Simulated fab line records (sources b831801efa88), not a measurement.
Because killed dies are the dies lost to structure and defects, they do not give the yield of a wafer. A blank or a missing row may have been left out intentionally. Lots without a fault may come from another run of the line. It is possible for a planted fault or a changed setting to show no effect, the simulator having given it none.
Struck lot and sound lot, side by side + flow sky130 + 17 out of 708 route steps
Sound: wafers L529.1, L529.2, L529.6. Struck: wafers L537.3, L537.4, L537.5. Last of all comes the cause.
Each step with rows lists, per side, the tool, then ch with its chambers, then its first start. Under that, the readings that differ: sound wafers + struck wafers + difference of the means + sigmas: that difference in standard deviations of wafers without a fault.
alike: readings with means less than 2 such deviations apart, plus words and numbers identical on both sides. not compared: withheld readings, readings lacking a value on some wafer, bounds such as >300 that could conceal the same value, and numbers that have no deviation in the record and whose values overlap.
The two part at a step that has a row with sigmas, a row that says differs or no value, or rows on one side only. Numbers that have no deviation but don't overlap get no sigmas and don't part them. Lack of a reading on every wafer of one side parts them only where that side has two or more wafers.

SKY_VT_ADJUST_HVTP_OVL_MEAS_08:
  sound: overlay-01 at day 8 17:39; struck: overlay-01 at day 10 06:45
  alike: VT_ADJUST_HVTP_OVL
next, for these wafers, 1 step has no rows: SKY_VT_ADJUST_HVTP_IMPLANT_09.
SKY_VT_ADJUST_HVTP_STRIP_10: strips in O2/N2.
  sound on plasma asher-01 ch 0,1, day 8 17:50; struck on plasma asher-03 ch 0,1, day 10 06:58
  alike: drypump motor current A, oes product au, strip time to endpoint s
  not compared: rf hours counter h
SKY_VT_ADJUST_HVTP_TW_MEAS_11:
  sound: film metro-02 at day 8 17:56; struck: film metro-04 at day 10 07:03
  alike: VT_ADJUST_HVTP_TW
then, 7 steps without rows for these wafers: SKY_VT_ADJUST_LVTN_DEHYDRATE_00 (time 60 s); SKY_VT_ADJUST_LVTN_HMDS_01 (prime time 60 s); SKY_VT_ADJUST_LVTN_COAT_02 (resist thk 3000 nm); SKY_VT_ADJUST_LVTN_SOFTBAKE_03; SKY_VT_ADJUST_LVTN_EXPOSE_04 (exposes mask NWM COMPLEMENT LESS NATIVE, target cd 840 nm); SKY_VT_ADJUST_LVTN_PEB_05; SKY_VT_ADJUST_LVTN_DEVELOP_06 (develop time 60 s).
SKY_VT_ADJUST_LVTN_OVL_MEAS_07:
  sound: overlay-02 at day 9 15:39; struck: overlay-01 at day 11 05:41
| reading                 | sound       | struck         | difference | sigmas |
|-------------------------|-------------|----------------|------------|--------|
| VT_ADJUST_LVTN_OVL (nm) | 1.8 2.4 0.5 | -2.1 -2.3 -1.0 | -3.4       | -2     |
SKY_VT_ADJUST_LVTN_IMPLANT_08:
  sound on implanter-04 ch 0, day 9 15:41; struck on implanter-04 ch 0, day 11 05:46
| reading            | sound                            | struck                      | difference | sigmas      |
|--------------------|----------------------------------|-----------------------------|------------|-------------|
| dose ions cm2      | 1.5722e+12 1.5686e+12 1.5723e+12 | 1.6e+11 1.587e+11 1.575e+11 | -1.4e+12   | -99 or more |
| faraday current uA | 8.79 9.00 8.62                   | 0.87 0.91 0.88              | -7.92      | -49         |
SKY_VT_ADJUST_LVTN_STRIP_09: strips in O2/N2.
  sound on plasma asher-04 ch 0,1, day 9 15:50; struck on plasma asher-03 ch 0,1, day 11 05:53
  alike: drypump motor current A, oes product au, strip time to endpoint s
  not compared: rf hours counter h
SKY_VT_ADJUST_LVTN_TW_MEAS_10:
  sound: film metro-02 at day 9 15:56; struck: film metro-02 at day 11 05:59
| reading           | sound             | struck            | difference | sigmas |
|-------------------|-------------------|-------------------|------------|--------|
| VT_ADJUST_LVTN_TW | 244.3 244.5 244.6 | 130.5 131.2 131.3 | -113.5     | -76    |
then, 1 step without rows for these wafers: SKY_VT_ADJUST_LVTN_DEHYDRATE_11 (time 60 s).
-- a jump in the record: the struck wafers' starts before and after are 38 days apart (it breaks off in module VT_ADJUST_LVTN and resumes in module PAD_OPEN, where the first step shown is number 708 of the route) --
SKY_PAD_OPEN_PROBE_99:
  sound: prober-02 at day 48 07:27; struck: prober-02 at day 49 15:59
| reading                                      | sound                | struck               | difference | sigmas |
|----------------------------------------------|----------------------|----------------------|------------|--------|
| model.etest.nfet_01v8_lvt.drive ua um        | 572.6 576.6 569.8    | 619 623 615          | +46        |        |
| model.etest.nfet_01v8.drive ua um            | 497.4 504.1 494.4    | 526.4 535.9 529.8    | +32.1      |        |
| model.etest.nfet_01v8_turned.drive ua um     | 500.6 502.2 491.9    | 529.1 540.2 527      | +33.9      |        |
| model.etest.nfet_01v8_swapped.drive ua um    | 500.1 503.5 493.9    | 529.8 537.5 525.2    | +31.7      |        |
| model.etest.sram nfet pass.off log10 a um    | -12.55 -12.67 -12.64 | -12.51 -12.25 -12.34 | +0.25      |        |
| model.etest.nfet_01v8.off log10 a um         | -13.39 -13.15 -13.28 | -13.05 -12.98 -13.1  | +0.23      |        |
| model.etest.nfet_01v8_turned.off log10 a um  | -13.37 -13.37 -13.37 | -13.11 -12.98 -13.07 | +0.32      |        |
| model.etest.nfet_01v8_swapped.off log10 a um | -13.36 -13.4 -13.33  | -12.87 -13.01 -13.24 | +0.32      |        |
  alike: killed_at_M0_to_M3, killed_at_M4_up, killed at contacts, killed at front end, killed at other, killed dies, killed open, killed short

== WHERE THEY PART ==
At SKY_VT_ADJUST_LVTN_OVL_MEAS_07 first; at SKY_VT_ADJUST_LVTN_TW_MEAS_10 last (within this record only). Later steps at which nothing parts them and some readings are alike: SKY_PAD_OPEN_PROBE_99.

WHY: what the simulator had put in
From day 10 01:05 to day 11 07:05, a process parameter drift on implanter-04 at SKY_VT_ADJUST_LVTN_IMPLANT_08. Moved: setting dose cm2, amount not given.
